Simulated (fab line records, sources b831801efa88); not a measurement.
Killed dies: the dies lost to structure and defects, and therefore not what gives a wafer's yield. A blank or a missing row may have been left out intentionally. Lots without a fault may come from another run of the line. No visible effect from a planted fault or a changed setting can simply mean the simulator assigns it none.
Chamber matching || flow gf180mcu || GF_V2_CMP_26 on cmp-02 has 4 sister chambers
The step polishes, stops on SiO2, t overpolish 15 s, target thk 0 nm. 7 wafers are shown with their chamber, then 8 later ones without.

== WAFERS PAIRED WITH THEIR CHAMBERS ==
{"wafer": "L914.4", "chamber": 1, "motor current A (A)": 11.4, "slurry flow ml min": 150.8}
{"wafer": "L916.6", "chamber": 2, "motor current A (A)": 10.0, "slurry flow ml min": 150.0}
{"wafer": "L917.5", "chamber": 0, "motor current A (A)": 13.2, "slurry flow ml min": 149.9}
{"wafer": "L925.1", "chamber": 3, "motor current A (A)": 11.4, "slurry flow ml min": 149.7}
{"wafer": "L925.3", "chamber": 0, "motor current A (A)": 12.8, "slurry flow ml min": 150.2}
{"wafer": "L925.5", "chamber": 2, "motor current A (A)": 10.2, "slurry flow ml min": 150.2}
{"wafer": "L929.1", "chamber": 3, "motor current A (A)": 10.6, "slurry flow ml min": 150.0}

== WAFERS MISSING THEIR CHAMBER ==
{"wafer": "L929.4", "motor current A (A)": 10.4, "slurry flow ml min": 150.4}
{"wafer": "L929.5", "motor current A (A)": 12.5, "slurry flow ml min": 150.1}
{"wafer": "L933.1", "motor current A (A)": 12.2, "slurry flow ml min": 149.9}
{"wafer": "L933.5", "motor current A (A)": 12.3, "slurry flow ml min": 149.8}
{"wafer": "L933.6", "motor current A (A)": 11.7, "slurry flow ml min": 149.5}
{"wafer": "L934.4", "motor current A (A)": 10.0, "slurry flow ml min": 149.6}
{"wafer": "L934.5", "motor current A (A)": 10.9, "slurry flow ml min": 150.7}
{"wafer": "L934.6", "motor current A (A)": 12.3, "slurry flow ml min": 150.0}

== WHICH CHAMBER EACH ONE RAN IN ==
{"wafer": "L929.4", "from the rows above": "can't be placed: 2 or 3 or 1", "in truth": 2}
{"wafer": "L929.5", "from the rows above": 0, "in truth": 0}
{"wafer": "L933.1", "from the rows above": "can't be placed: 0 or 3", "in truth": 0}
{"wafer": "L933.5", "from the rows above": "can't be placed: 0 or 3", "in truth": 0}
{"wafer": "L933.6", "from the rows above": "can't be placed: 3 or 0", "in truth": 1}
{"wafer": "L934.4", "from the rows above": "can't be placed: 2 or 3", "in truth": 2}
{"wafer": "L934.5", "from the rows above": 1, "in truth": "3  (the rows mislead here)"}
{"wafer": "L934.6", "from the rows above": "can't be placed: 0 or 3", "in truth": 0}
Correct placement for 1 of the 8. Unplaceable from these rows: 6, with the true chamber sitting among the candidates in 5. Placed wrongly: 1.
How it was worked out, from the rows above alone: a wafer's distance from a chamber is the root of the sum, over the readings, of the square of ((its reading less the chamber's mean) divided by the reading's scatter). If the next closest chamber is less than 2 further off than the closest, the wafer can't be placed; otherwise it belongs to the closest. A chamber's mean is the mean of its shown wafers. The scatter is the square root of a quotient: the sum, over the shown wafers, of each reading's squared deviation from its chamber's mean, divided by wafers minus chambers.
